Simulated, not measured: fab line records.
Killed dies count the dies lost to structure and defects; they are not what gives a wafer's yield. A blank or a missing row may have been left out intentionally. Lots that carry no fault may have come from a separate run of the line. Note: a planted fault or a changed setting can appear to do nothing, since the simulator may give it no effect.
Lot-split experiment -- flow sfq_line -- 23 wafers read across 5 lots, on a route 325 steps long

## THE SPLIT ITSELF
At SFQ_TRILAYER_M8_LITHO_COAT_193 (resist thk 600 nm), the setting spin_rpm was moved away from the recipe's 3000 rpm on 10 of the 23 wafers read, by -2.5% to +5.1%. This setting was run at the recipe's value on the other wafers.

The split's own step is where the reading is taken.

## THE READING
KrF_of_TRILAYER_M8_LITHO_COAT_193.thk_nm (the simulator's own value, which no gauge read), in nm, at SFQ_TRILAYER_M8_LITHO_COAT_193 (resist thk 600 nm). No usual value for it is given in the file. Across the 13 wafers here that went through the recipe, the average is 600.3 nm and the standard deviation 1.1 nm.

wafer,"tool, chamber at the split","spin_rpm as run, rpm",against the recipe,"KrF_of_TRILAYER_M8_LITHO_COAT_193.thk_nm, nm",against lot-mates on the recipe
L074.4,"litho_track-02, 0",3000,recipe,600.1,-
L074.5,"litho_track-02, 0",3000,recipe,598.6,-
L074.6,"litho_track-02, 0",3000,recipe,599.5,-
L076.1,"litho_track-04, 0",3000,recipe,601.9,-
L076.2,"litho_track-04, 0",2925,-2.5%,609.3,+8.0
L076.3,"litho_track-04, 0",3000,recipe,600.8,-
L076.4,"litho_track-04, 0",2925,-2.5%,609.1,+7.8
L076.6,"litho_track-04, 0",3000,recipe,601.3,-
L080.1,"litho_track-01, 0",3109,+3.6%,590.6,-8.6
L080.2,"litho_track-01, 0",3000,recipe,599.1,-
L080.4,"litho_track-01, 0",3000,recipe,599.4,-
L080.5,"litho_track-01, 0",3109,+3.6%,589.3,-10.0
L080.6,"litho_track-01, 0",3109,+3.6%,591.4,-7.9
L084.2,"litho_track-01, 0",2926,-2.5%,607.5,+7.2
L084.3,"litho_track-01, 0",3000,recipe,599.6,-
L084.4,"litho_track-01, 0",2926,-2.5%,608.5,+8.2
L084.5,"litho_track-01, 0",3000,recipe,600.2,-
L084.6,"litho_track-01, 0",3000,recipe,601.2,-
L085.1,"litho_track-04, 0",3152,+5.1%,587.4,-13.8
L085.2,"litho_track-04, 0",3152,+5.1%,586.6,-14.6
L085.3,"litho_track-04, 0",3000,recipe,600.2,-
L085.5,"litho_track-04, 0",3152,+5.1%,588.7,-12.5
L085.6,"litho_track-04, 0",3000,recipe,602.2,-

THE FIT
A straight line over all 23 wafers: KrF_of_TRILAYER_M8_LITHO_COAT_193.thk_nm changes by -2.77 nm for each +1% of spin_rpm; r = -0.99; the points scatter about the line by 1.2 nm.
The same after taking each lot's own level away (the mean of its wafers on the recipe; 23 wafers): -2.73 nm for each +1%; r = -0.99; scatter 0.85 nm.
On that fit, the largest move of spin_rpm shifts the reading by 14 nm.
From 599.25 to 601.33 nm: that is the span of the lots' own levels, equal to 2.0 times the standard deviation above.
Consequently the slope shifts little with the lot-to-lot level, the two slopes agreeing.
Check: for one of the wafers moved furthest among these (+5.1%), held out of the fit, the line's prediction against its lot-mates is -13.4 nm. Against them it came out at -13.8 nm.

## ADDITIONAL SPLITS CARRIED BY THESE WAFERS
These wafers also went through other splits before the reading. Each is held against what the fit with the lots' levels taken away leaves over:
other split on the same wafers,wafers away from the commonest value,r with KrF_of_TRILAYER_M8_LITHO_COAT_193.thk_nm (lot level and that fit taken away)
SFQ_TRILAYER_I7_VIA_LITHO_COAT_192 resist_thk_nm,10,+0.20

## FILE'S OWN FIT
KrF_of_TRILAYER_M8_LITHO_COAT_193.thk_nm changes by -2.73 nm for each +1% of spin_rpm, r = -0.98.
